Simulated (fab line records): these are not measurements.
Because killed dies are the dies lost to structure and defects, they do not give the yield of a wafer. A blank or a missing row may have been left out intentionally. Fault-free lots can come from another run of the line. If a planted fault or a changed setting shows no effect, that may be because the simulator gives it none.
fab line records	flow gf180mcu	part 1 of 2: steps 1 to 45 of 46
[record] lots = 6	wafers = 18	last_day = 34
route steps=602 shown MVSD@74 MVPSD@78 VT_IMPLANT@90 V2@398 PASSIVATION@602
lots that met no fault: taken from a fault-free run of the same line
start_h: start of the lot's first displayed wafer, in hours after the record's first day	wait_h: hours since the lot's step before	" repeats the value in the row above	L1.1+2: a row that stands for several wafers	- either no value or no given start	* or withheld: withheld	< > ~ a bound
route shown NAME@n: NAME is a module with steps in the file, n the number in the route of the first one	usual: average and standard deviation across the fault-free wafers	same: alike in all rows	chamber/n: place in a boat	sites: per-site readings	_std_site: standard deviation across them	_edge_site: inner sites' mean taken away from outer sites' mean	radius_mm: how far each site lies from the wafer's centre	mask NAME#n: copy n	behind: the most recent tool/chamber to have shaped the wafer	hold: reason for holding the lot/hours on hold/outcome of the hold	device: whichever transistor did not switch (one of n, p or np)	end of line: the route-end tests of the same wafers	a step given without rows: its recipe and nothing more	killed: at the first sort, the dies lost to defects and structure; wafer yield is something else	map: per-die view of a wafer (x killed, . not killed, _ where there is no die)
set.NAME: the setting the step ran with; set.NAME@STEP: the setting that earlier step ran with	model.NAME: the simulator's own value behind a step, which no gauge read
certain route steps with their lots: each step a table, each wafer a row
services: the hour from which a tool's chamber was out of use, counted from the record's first day as start_h (under 0 if before that day), plus the number of hours and why
[[steps]]
[step GF_MVSD_IMPLANT_08]
[recipe] species = P	energy_kev = 400	dose_cm2 = 1.6e+13	tilt_deg = 0
[step GF_MVSD_IMPLANT_09]
[recipe] species = P	energy_kev = 100	dose_cm2 = 5e+12	tilt_deg = 0
[step GF_MVSD_STRIP_10]
[recipe] chemistry = O2/N2	power_w = 1400	pressure_mtorr = 1500	platen_temp_c = 250	o2_flow_sccm = 3000	n2_flow_sccm = 300	overash_fraction = 0.5
[usual] drypump_motor_current_A = 6.0/0.34	heater_power_w = 335/39	oes_product_au = 0.722/0.0047	strip_time_to_endpoint_s = 36.94/0.092
lot.wafer	tool	chamber	start_h	wait_h	drypump_motor_current_A	heater_power_w	oes_product_au	rf_hours_counter_h	strip_time_to_endpoint_s
L850.1	plasma_asher-01	1	83.48	0.1	6.1	407	0.728	42	36.90
L850.2	"	0	"	"	6.3	284	0.724	42	36.85
L850.4	"	1	"	"	6.1	428	0.715	-	36.78
L855.1	plasma_asher-01	1	111.53	0.1	6.1	416	0.720	45	37.09
L855.3	"	1	"	"	6.1	416	0.724	-	37.01
L855.5	"	1	"	"	6.1	413	0.716	-	37.10
L862.1	plasma_asher-03	0	152.01	0.1	6.4	353	0.717	3	36.87
L862.2	"	1	"	"	5.6	302	0.714	3	36.95
L862.3	"	0	"	"	6.4	350	0.721	-	36.99
L863.3	plasma_asher-02	0	158.74	0.1	5.6	315	0.718	-	37.02
L863.5	"	0	"	"	5.6	311	0.728	-	36.98
L863.6	"	1	"	"	6.0	347	0.719	-	36.90
L871.2	plasma_asher-02	1	205.76	0.1	6.0	356	0.729	44	36.98
L871.3	"	1	"	"	6.0	347	0.719	-	37.03
L871.6	"	0	"	"	5.6	316	0.721	-	36.92
L872.3	plasma_asher-03	0	215.64	0.1	6.4	353	0.716	-	37.02
L872.4	"	1	"	"	5.6	306	0.728	-	36.89
L872.5	"	0	"	"	6.4	355	0.719	-	36.96
[step GF_MVSD_TW_MEAS_11]
[usual] MVSD_TW = 1594/23
lot.wafer	tool	chamber	start_h	wait_h	MVSD_TW
L850.1	film_metro-01	-	83.58	0.1	1610
L850.2	"	-	"	"	1609
L850.4	"	-	"	"	1614
L855.1	film_metro-02	-	111.63	0.1	1571
L855.3	"	-	"	"	1566
L855.5	"	-	"	"	1565
L862.1	film_metro-03	-	152.11	0.1	1626
L862.2	"	-	"	"	1633
L862.3	"	-	"	"	1616
L863.3	film_metro-01	-	158.83	0.1	1597
L863.5	"	-	"	"	1600
L863.6	"	-	"	"	1596
L871.2	film_metro-02	-	205.87	0.1	1572
L871.3	"	-	"	"	1564
L871.6	"	-	"	"	1569
L872.3	film_metro-03	-	215.73	0.1	1618
L872.4	"	-	"	"	1627
L872.5	"	-	"	"	1631
[step GF_MVPSD_DEHYDRATE_00]
[recipe] temp_c = 200	time_s = 60
[step GF_MVPSD_HMDS_01]
[recipe] prime_time_s = 60	prime_temp_c = 120
[step GF_MVPSD_COAT_02]
[recipe] spin_rpm = 2000	resist_thk_nm = 3000
[step GF_MVPSD_SOFTBAKE_03]
[recipe] temp_c = 110	time_s = withheld
[step GF_MVPSD_EXPOSE_04]
[recipe] mask_id = MVPSD	target_cd_nm = 1000	na = 0.6	source_shape = conventional	sigma_outer = 0.6	dose_mj = 260
[step GF_MVPSD_PEB_05]
[recipe] temp_c = 115	time_s = withheld
[step GF_MVPSD_DEVELOP_06]
[recipe] wall_angle_deg = 90	develop_time_s = 60	dev_temp_c = 23
[step GF_MVPSD_OVL_MEAS_07]
[usual] MVPSD_OVL = 0.5/1.4
lot.wafer	tool	chamber	start_h	wait_h	MVPSD_OVL[nm]
L850.1	overlay-01	-	97.68	-	-0.2
L850.2	"	-	"	"	-0.4
L850.4	"	-	"	"	-0.2
L855.1	overlay-01	-	125.19	-	1.6
L855.3	"	-	"	"	0.2
L855.5	"	-	"	"	-0.1
L862.1	overlay-01	-	167.74	-	0.9
L862.2	"	-	"	"	1.0
L862.3	"	-	"	"	1.8
L863.3	overlay-02	-	174.80	-	-0.4
L863.5	"	-	"	"	1.4
L863.6	"	-	"	"	-0.3
L871.2	overlay-02	-	222.93	-	-1.4
L871.3	"	-	"	"	-0.8
L871.6	"	-	"	"	0.9
L872.3	overlay-02	-	233.60	-	-0.6
L872.4	"	-	"	"	0.5
L872.5	"	-	"	"	0.1
[step GF_MVPSD_IMPLANT_08]
[recipe] species = B	energy_kev = 170	dose_cm2 = 1.5e+13	tilt_deg = 0
[usual] beam_energy_keV = 170.00/0.057	dose_ions_cm2 = 1.5e+13/1.9e+10	faraday_current_uA = 84.6/1.8
lot.wafer	tool	chamber	start_h	wait_h	beam_energy_keV	dose_ions_cm2	faraday_current_uA
L850.1	implanter-04	0	97.71	0.0	169.97	1.4992e+13	86.1
L850.2	"	0	"	"	169.90	1.5002e+13	85.5
L850.4	"	0	"	"	169.91	1.5022e+13	86.2
L855.1	implanter-02	0	125.23	0.0	170.09	1.4986e+13	87.6
L855.3	"	0	"	"	170.08	1.4977e+13	82.3
L855.5	"	0	"	"	170.11	1.502e+13	85.2
L862.1	implanter-02	0	167.77	0.0	170.03	1.8088e+13	103.3
L862.2	"	0	"	"	170.06	1.8096e+13	105.4
L862.3	"	0	"	"	169.93	1.8114e+13	105.9
L863.3	implanter-02	0	174.87	0.1	170.03	1.8097e+13	107.3
L863.5	"	0	"	"	170.05	1.8124e+13	101.0
L863.6	"	0	"	"	170.00	1.8137e+13	99.5
L871.2	implanter-04	0	222.98	0.0	169.95	1.5005e+13	83.3
L871.3	"	0	"	"	170.07	1.501e+13	84.3
L871.6	"	0	"	"	170.02	1.5022e+13	85.5
L872.3	implanter-03	0	233.67	0.1	170.02	1.5013e+13	84.4
L872.4	"	0	"	"	170.07	1.5008e+13	83.4
L872.5	"	0	"	"	169.99	1.499e+13	84.8
[step GF_MVPSD_IMPLANT_09]
[recipe] species = B	energy_kev = 40	dose_cm2 = 5e+12	tilt_deg = 0
[step GF_MVPSD_STRIP_10]
[recipe] chemistry = O2/N2	power_w = 1400	pressure_mtorr = 1500	platen_temp_c = 250	o2_flow_sccm = 3000	n2_flow_sccm = 300	overash_fraction = 0.5
[usual] drypump_motor_current_A = 5.8/0.39	heater_power_w = 367/50	oes_product_au = 0.723/0.0043	strip_time_to_endpoint_s = 36.91/0.086
lot.wafer	tool	chamber	start_h	wait_h	drypump_motor_current_A	heater_power_w	oes_product_au	rf_hours_counter_h	strip_time_to_endpoint_s
L850.1	plasma_asher-01	1	98.01	0.1	6.1	418	0.727	44	36.86
L850.2	"	0	"	"	6.3	300	0.724	44	36.80
L850.4	"	1	"	"	6.0	415	0.725	-	36.80
L855.1	plasma_asher-01	1	125.53	0.1	6.1	412	0.719	47	37.05
L855.3	"	1	"	"	6.1	419	0.711	-	36.89
L855.5	"	1	"	"	6.1	418	0.729	-	36.91
L862.1	plasma_asher-01	0	168.07	0.1	6.3	290	0.723	51	36.93
L862.2	"	1	"	"	6.1	431	0.726	51	36.89
L862.3	"	1	"	"	6.1	421	0.720	-	36.94
L863.3	plasma_asher-01	1	175.16	0.1	6.1	419	0.730	-	36.93
L863.5	"	1	"	"	6.1	425	0.719	-	36.88
L863.6	"	0	"	"	6.3	291	0.723	-	36.93
L871.2	plasma_asher-02	0	223.26	0.1	5.6	313	0.725	46	36.88
L871.3	"	1	"	"	6.0	344	0.722	-	36.90
L871.6	"	0	"	"	5.6	316	0.724	-	36.81
L872.3	plasma_asher-04	1	233.96	0.1	5.7	389	0.734	-	36.92
L872.4	"	0	"	"	5.2	426	0.720	-	36.79
L872.5	"	1	"	"	5.7	379	0.725	-	36.85
[step GF_MVPSD_TW_MEAS_11]
[usual] MVPSD_TW = 559/7.8
lot.wafer	tool	chamber	start_h	wait_h	MVPSD_TW
L850.1	film_metro-03	-	98.11	0.1	567
L850.2	"	-	"	"	568
L850.4	"	-	"	"	566
L855.1	film_metro-03	-	125.63	0.1	564
L855.3	"	-	"	"	564
L855.5	"	-	"	"	567
L862.1	film_metro-02	-	168.17	0.1	579
L862.2	"	-	"	"	578
L862.3	"	-	"	"	583
L863.3	film_metro-03	-	175.24	0.1	592
L863.5	"	-	"	"	593
L863.6	"	-	"	"	588
L871.2	film_metro-02	-	223.37	0.1	543
L871.3	"	-	"	"	553
L871.6	"	-	"	"	550
L872.3	film_metro-02	-	234.04	0.1	547
L872.4	"	-	"	"	549
L872.5	"	-	"	"	548
[step GF_VT_IMPLANT_DEHYDRATE_00]
[recipe] temp_c = 200	time_s = 60
[step GF_VT_IMPLANT_HMDS_01]
[recipe] prime_time_s = 60	prime_temp_c = 120
[step GF_VT_IMPLANT_COAT_02]
[recipe] resist = NOVOLAK	spin_rpm = 3000	resist_thk_nm = 1000
[step GF_VT_IMPLANT_SOFTBAKE_03]
[recipe] temp_c = 90	time_s = 60	resist = NOVOLAK
[step GF_VT_IMPLANT_EXPOSE_04]
[recipe] mask_id = LVPWELL_LV_AREA	target_cd_nm = 600	na = 0.6	source_shape = conventional	sigma_outer = 0.6	dose_mj = 140
[step GF_VT_IMPLANT_PEB_05]
[recipe] temp_c = withheld	time_s = *	resist = NOVOLAK
[step GF_VT_IMPLANT_DEVELOP_06]
[recipe] develop_time_s = 60	dev_temp_c = 23
[step GF_VT_IMPLANT_OVL_MEAS_07]
[usual] VT_IMPLANT_OVL = 1.1/1.3
lot.wafer	tool	chamber	start_h	wait_h	VT_IMPLANT_OVL[nm]
L850.1	overlay-02	-	112.08	0.1	1.0
L850.2	"	-	"	"	0.6
L850.4	"	-	"	"	0.6
L855.1	overlay-01	-	140.38	0.1	-0.9
L855.3	"	-	"	"	-0.3
L855.5	"	-	"	"	0.0
L862.1	overlay-02	-	184.92	0.1	-1.2
L862.2	"	-	"	"	-0.9
L862.3	"	-	"	"	-0.2
L863.3	overlay-01	-	191.64	0.1	2.6
L863.5	"	-	"	"	1.8
L863.6	"	-	"	"	2.3
L871.2	overlay-02	-	241.13	0.1	0.5
L871.3	"	-	"	"	0.7
L871.6	"	-	"	"	2.6
L872.3	overlay-01	-	251.84	0.1	1.5
L872.4	"	-	"	"	2.1
L872.5	"	-	"	"	3.3
[step GF_VT_IMPLANT_IMPLANT_08]
[recipe] species = BF2	energy_kev = 20	dose_cm2 = 8.29e+12	tilt_deg = 7
[step GF_VT_IMPLANT_STRIP_09]
[recipe] chemistry = O2/N2	power_w = 1400	pressure_mtorr = 1500	platen_temp_c = 250	o2_flow_sccm = 3000	n2_flow_sccm = 300	overash_fraction = 0.5
[usual] drypump_motor_current_A = 5.7/0.37	heater_power_w = 358/39	oes_product_au = 0.716/0.0048	strip_time_to_endpoint_s = 12.61/0.035
lot.wafer	tool	chamber	start_h	wait_h	drypump_motor_current_A	heater_power_w	oes_product_au	rf_hours_counter_h	strip_time_to_endpoint_s
L850.1	plasma_asher-02	0	112.26	0.1	5.6	317	0.712	33	12.58
L850.2	"	1	"	"	6.0	349	0.700	33	12.60
L850.4	"	0	"	"	5.6	310	0.713	-	12.57
L855.1	plasma_asher-02	0	140.56	0.1	5.6	310	0.718	36	12.56
L855.3	"	1	"	"	6.0	349	0.722	-	12.52
L855.5	"	0	"	"	5.6	319	0.724	-	12.58
L862.1	plasma_asher-02	0	185.11	0.1	5.6	310	0.723	41	12.56
L862.2	"	1	"	"	6.1	347	0.715	41	12.59
L862.3	"	1	"	"	6.0	356	0.724	-	12.59
L863.3	plasma_asher-03	1	191.85	0.1	5.6	310	0.712	-	12.64
L863.5	"	1	"	"	5.6	308	0.711	-	12.61
L863.6	"	0	"	"	6.4	358	0.710	-	12.58
L871.2	plasma_asher-04	1	241.31	0.1	5.7	380	0.716	57	12.61
L871.3	"	1	"	"	5.7	386	0.725	-	12.56
L871.6	"	0	"	"	5.2	432	0.719	-	12.59
L872.3	plasma_asher-02	0	252.05	0.1	5.6	320	0.722	-	12.64
L872.4	"	1	"	"	6.0	343	0.716	-	12.69
L872.5	"	1	"	"	6.0	345	0.714	-	12.66
[step GF_VT_IMPLANT_TW_MEAS_10]
[usual] VT_IMPLANT_TW = 569/7.9
lot.wafer	tool	chamber	start_h	wait_h	VT_IMPLANT_TW
L850.1	film_metro-04	-	112.36	0.1	559
L850.2	"	-	"	"	558
L850.4	"	-	"	"	560
L855.1	film_metro-01	-	140.66	0.1	574
L855.3	"	-	"	"	576
L855.5	"	-	"	"	573
L862.1	film_metro-01	-	185.21	0.1	566
L862.2	"	-	"	"	570
L862.3	"	-	"	"	566
L863.3	film_metro-04	-	191.93	0.1	561
L863.5	"	-	"	"	560
L863.6	"	-	"	"	561
L871.2	film_metro-01	-	241.42	0.1	571
L871.3	"	-	"	"	570
L871.6	"	-	"	"	572
L872.3	film_metro-03	-	252.13	0.1	576
L872.4	"	-	"	"	576
L872.5	"	-	"	"	577
[step GF_VT_IMPLANT_DEHYDRATE_11]
[recipe] temp_c = 200	time_s = 60
[step GF_VT_IMPLANT_HMDS_12]
[recipe] prime_time_s = 60	prime_temp_c = 120
[step GF_VT_IMPLANT_COAT_13]
[recipe] resist = NOVOLAK	spin_rpm = 3000	resist_thk_nm = 1000
[step GF_VT_IMPLANT_SOFTBAKE_14]
[recipe] temp_c = 90	time_s = 60	resist = NOVOLAK
[step GF_VT_IMPLANT_EXPOSE_15]
[recipe] mask_id = Nwell_LV_AREA	target_cd_nm = 860	na = 0.6	source_shape = conventional	sigma_outer = 0.6	dose_mj = 140
[step GF_VT_IMPLANT_PEB_16]
[recipe] temp_c = withheld	time_s = *	resist = NOVOLAK
[step GF_VT_IMPLANT_DEVELOP_17]
[recipe] develop_time_s = 60	dev_temp_c = 23
[step GF_VT_IMPLANT_OVL_MEAS_18]
[usual] VT_IMPLANT_01_OVL = -0.3/1.6
lot.wafer	tool	chamber	start_h	wait_h	VT_IMPLANT_01_OVL[nm]
L850.1	overlay-02	-	125.87	0.1	-2.5
L850.2	"	-	"	"	-0.8
L850.4	"	-	"	"	0.2
L855.1	overlay-01	-	156.73	0.1	-1.4
L855.3	"	-	"	"	0.4
L855.5	"	-	"	"	0.1
L862.1	overlay-01	-	201.33	0.1	-0.8
L862.2	"	-	"	"	0.1
L862.3	"	-	"	"	0.0
L863.3	overlay-02	-	209.29	0.1	-1.9
L863.5	"	-	"	"	0.0
L863.6	"	-	"	"	0.9
L871.2	overlay-01	-	259.98	0.1	-0.7
L871.3	"	-	"	"	-2.6
L871.6	"	-	"	"	-0.6
L872.3	overlay-01	-	271.43	0.1	-3.1
L872.4	"	-	"	"	-2.0
L872.5	"	-	"	"	-1.7
[step GF_VT_IMPLANT_IMPLANT_19]
[recipe] species = As	energy_kev = 100	dose_cm2 = 4.35e+12	tilt_deg = 7
[step GF_VT_IMPLANT_STRIP_20]
[recipe] chemistry = O2/N2	power_w = 1400	pressure_mtorr = 1500	platen_temp_c = 250	o2_flow_sccm = 3000	n2_flow_sccm = 300	overash_fraction = 0.5
[usual] drypump_motor_current_A = 5.7/0.39	heater_power_w = 353/38	oes_product_au = 0.716/0.0045	strip_time_to_endpoint_s = 12.63/0.031
lot.wafer	tool	chamber	start_h	wait_h	drypump_motor_current_A	heater_power_w	oes_product_au	rf_hours_counter_h	strip_time_to_endpoint_s
L850.1	plasma_asher-02	1	126.06	0.1	6.0	355	0.718	35	12.65
L850.2	"	0	"	"	5.6	317	0.719	35	12.60
L850.4	"	1	"	"	6.0	355	0.712	-	12.59
L855.1	plasma_asher-02	0	156.91	0.1	5.6	316	0.721	38	12.60
L855.3	"	1	"	"	6.0	351	0.707	-	12.60
L855.5	"	0	"	"	5.6	316	0.715	-	12.63
L862.1	plasma_asher-02	0	201.51	0.1	5.6	306	0.716	43	12.63
L862.2	"	1	"	"	6.0	349	0.712	43	12.62
L862.3	"	1	"	"	6.0	346	0.713	-	12.62
L863.3	plasma_asher-03	0	209.49	0.1	6.4	343	0.705	-	12.68
L863.5	"	1	"	"	5.6	309	0.711	-	12.66
L863.6	"	0	"	"	6.4	345	0.716	-	12.65
L871.2	plasma_asher-02	1	260.16	0.1	6.0	350	0.711	50	12.64
L871.3	"	0	"	"	5.6	314	0.712	-	12.65
L871.6	"	0	"	"	5.6	309	0.718	-	12.64
L872.3	plasma_asher-02	0	271.64	0.1	5.6	312	0.714	-	12.62
L872.4	"	1	"	"	6.0	349	0.709	-	12.65
L872.5	"	1	"	"	6.0	350	0.712	-	12.67
[step GF_VT_IMPLANT_TW_MEAS_21]
[usual] VT_IMPLANT_2_TW = 1225/16
lot.wafer	tool	chamber	start_h	wait_h	VT_IMPLANT_2_TW
L850.1	film_metro-03	-	126.16	0.1	1249
L850.2	"	-	"	"	1247
L850.4	"	-	"	"	1237
L855.1	film_metro-04	-	157.01	0.1	1207
L855.3	"	-	"	"	1217
L855.5	"	-	"	"	1211
L862.1	film_metro-01	-	201.61	0.1	1224
L862.2	"	-	"	"	1224
L862.3	"	-	"	"	1224
L863.3	film_metro-04	-	209.58	0.1	1207
L863.5	"	-	"	"	1208
L863.6	"	-	"	"	1211
L871.2	film_metro-01	-	260.27	0.1	1224
L871.3	"	-	"	"	1230
L871.6	"	-	"	"	1228
L872.3	film_metro-04	-	271.73	0.1	1209
L872.4	"	-	"	"	1207
L872.5	"	-	"	"	1211
[step GF_VT_IMPLANT_DEHYDRATE_22]
[recipe] temp_c = 200	time_s = 60
[step GF_VT_IMPLANT_HMDS_23]
[recipe] prime_time_s = 60	prime_temp_c = 120
[step GF_VT_IMPLANT_COAT_24]
[recipe] resist = NOVOLAK	spin_rpm = 3000	resist_thk_nm = 1000
[step GF_VT_IMPLANT_SOFTBAKE_25]
[recipe] temp_c = 90	time_s = 60	resist = NOVOLAK
[step GF_VT_IMPLANT_RS_MEAS_49]
[recipe] thk_meas_gauge = four-point-probe
[usual] MVPSD_RS = 1167/3.1
lot.wafer	tool	chamber	start_h	wait_h	MVPSD_RS[ohm/sq]
L850.1	film_metro-03	-	157.93	0.1	1167
L850.2	"	-	"	"	1167
L850.4	"	-	"	"	1168
L855.1	film_metro-02	-	190.23	0.1	1170
L855.3	"	-	"	"	1169
L855.5	"	-	"	"	1167
L862.1	film_metro-02	-	238.93	0.1	1061
L862.2	"	-	"	"	1065
L862.3	"	-	"	"	1064
L863.3	film_metro-01	-	246.08	0.1	1063
L863.5	"	-	"	"	1060
L863.6	"	-	"	"	1064
L871.2	film_metro-02	-	299.21	0.1	1170
L871.3	"	-	"	"	1166
L871.6	"	-	"	"	1167
L872.3	film_metro-03	-	312.28	0.1	1169
L872.4	"	-	"	"	1167
L872.5	"	-	"	"	1167
[step GF_V2_ETCH_16]
[recipe] chemistry = N2/H2	target_depth_a = withheld	overetch_a = withheld	time_s = withheld	target = BARC	ion_energy_ev = 200	source_w = 500	bias_w = 100	pressure_mtorr = 30	n2_flow_sccm = 100	h2_flow_sccm = 200
[usual] drypump_motor_current_A = 5.7/0.39	oes_product_au = 0.854/0.0048	throttle_valve_pct = 13.224/0.0093
lot.wafer	tool	chamber	start_h	wait_h	drypump_motor_current_A	oes_product_au	throttle_valve_pct	model.V2.cd_nm
L850.1	rie_diel-04	1	461.49	0.0	5.9	0.851	13.234	261.7
L850.2	"	3	"	"	4.9	0.853	13.215	261.7
L850.4	"	0	"	"	6.4	0.851	13.233	259.5
L855.1	rie_diel-04	0	510.64	0.0	6.4	0.857	13.210	261.3
L855.3	"	3	"	"	4.9	0.855	13.234	262.2
L855.5	"	1	"	"	6.0	0.854	13.223	262.3
L862.1	rie_diel-04	3	570.09	0.0	4.8	0.858	13.223	260.3
L862.2	"	1	"	"	5.9	0.854	13.220	260.6
L862.3	"	0	"	"	6.4	0.843	13.228	258.5
L863.3	rie_diel-04	2	577.17	0.0	5.9	0.852	13.238	256.2
L863.5	"	1	"	"	5.9	0.856	13.223	257.1
L863.6	"	0	"	"	6.4	0.847	13.220	255.9
L871.2	rie_diel-03	0	632.82	0.0	5.8	0.847	13.217	261.4
L871.3	"	1	"	"	5.5	0.846	13.229	260.5
L871.6	"	1	"	"	5.5	0.855	13.239	260.1
L872.3	rie_diel-04	3	646.89	0.0	4.9	0.856	13.222	260.4
L872.4	"	0	"	"	6.4	0.855	13.227	258.4
L872.5	"	0	"	"	6.4	0.857	13.211	257.4
[step GF_V2_ETCH_17]
[recipe] chemistry = C4F8/O2/Ar	mask_material = KrF	target = SiO2	stop_on = TiN	source_w = 1500	bias_w = 1200	pressure_mtorr = 40	c4f8_flow_sccm = withheld	O2_flow_sccm = 6	Ar_flow_sccm = 300	time_s = withheld	target_depth_a = 6300
[usual] oes_product_au = 0.856/0.0044
lot.wafer	tool	chamber	start_h	wait_h	oes_product_au	model.V2.cd_nm
L850.1	rie_diel-04	1	-	-	0.852	261.3
L850.2	"	3	"	"	0.860	261.4
L850.4	"	0	"	"	0.856	259
L855.1	rie_diel-04	0	-	-	0.852	260.9
L855.3	"	3	"	"	0.859	262.5
L855.5	"	1	"	"	0.866	262.4
L862.1	rie_diel-04	3	-	-	0.854	260.4
L862.2	"	1	"	"	0.856	260.4
L862.3	"	0	"	"	0.864	257.9
L863.3	rie_diel-04	2	-	-	0.861	257
L863.5	"	1	"	"	0.850	256.6
L863.6	"	0	"	"	0.853	255.8
L871.2	rie_diel-03	0	-	-	0.852	260.8
L871.3	"	1	"	"	0.856	260.4
L871.6	"	1	"	"	0.861	259.5
L872.3	rie_diel-04	3	-	-	0.863	260.6
L872.4	"	0	"	"	0.854	258.2
L872.5	"	0	"	"	0.854	257.2
[[key]]
[first_sign] step = GF_MVPSD_IMPLANT_08	reading = dose_ions_cm2	direction = up	sigmas = 99+	usual = 1.5e+13	struck = 1.8109e+13
[effect] step = GF_MVPSD_IMPLANT_08	reading = faraday_current_uA	direction = up	sigmas = 11	usual = 84.6	struck = 103.7
[effect] step = GF_MVPSD_TW_MEAS_11	reading = MVPSD_TW	direction = up	sigmas = 3.5	usual = 559	struck = 586
[effect] step = GF_VT_IMPLANT_RS_MEAS_49	reading = MVPSD_RS	direction = down	sigmas = 34	usual = 1167	struck = 1063
[model_effect] step = GF_V2_ETCH_16	value = V2.cd_nm	without = 260.7	struck = 258.1
[model_effect] step = GF_V2_ETCH_17	value = V2.cd_nm	without = 260.6	struck = 258
[model_effect] step = GF_PASSIVATION_PROBE_99	value = etest.ldpmos_10p0.r_on_ohm_um	without = 1.102e+04	struck = 1.065e+04
met_at GF_MVPSD_IMPLANT_08
struck_wafers L862.1,L862.2,L862.3,L863.3,L863.5,L863.6
tester_left_out L862,L863
[loop_trim] step = GF_V2_EXPOSE_11	setting = dose	lots = L862,L863
onset_between 125.23 167.77
[fault] kind = process_parameter_drift	tool = implanter-02	chamber = -	onset_h = 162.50	steps = GF_MVPSD_IMPLANT_08	channel = dose_cm2	offset = 3.1041e+12	shape = step	end_h = 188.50	acts_in = these_recipes_only	stated = 1.5e+13
// tester_left_out: of these lots the tester's yield and bins aren't shown, on N5 and GAA mostly nor the transistor test; their killed dies are dies lost to structure and defects alone, not to doping, threshold or leakage, so they don't give the yield
// loop_trim: a control loop set the setting to another value than it would have without faults
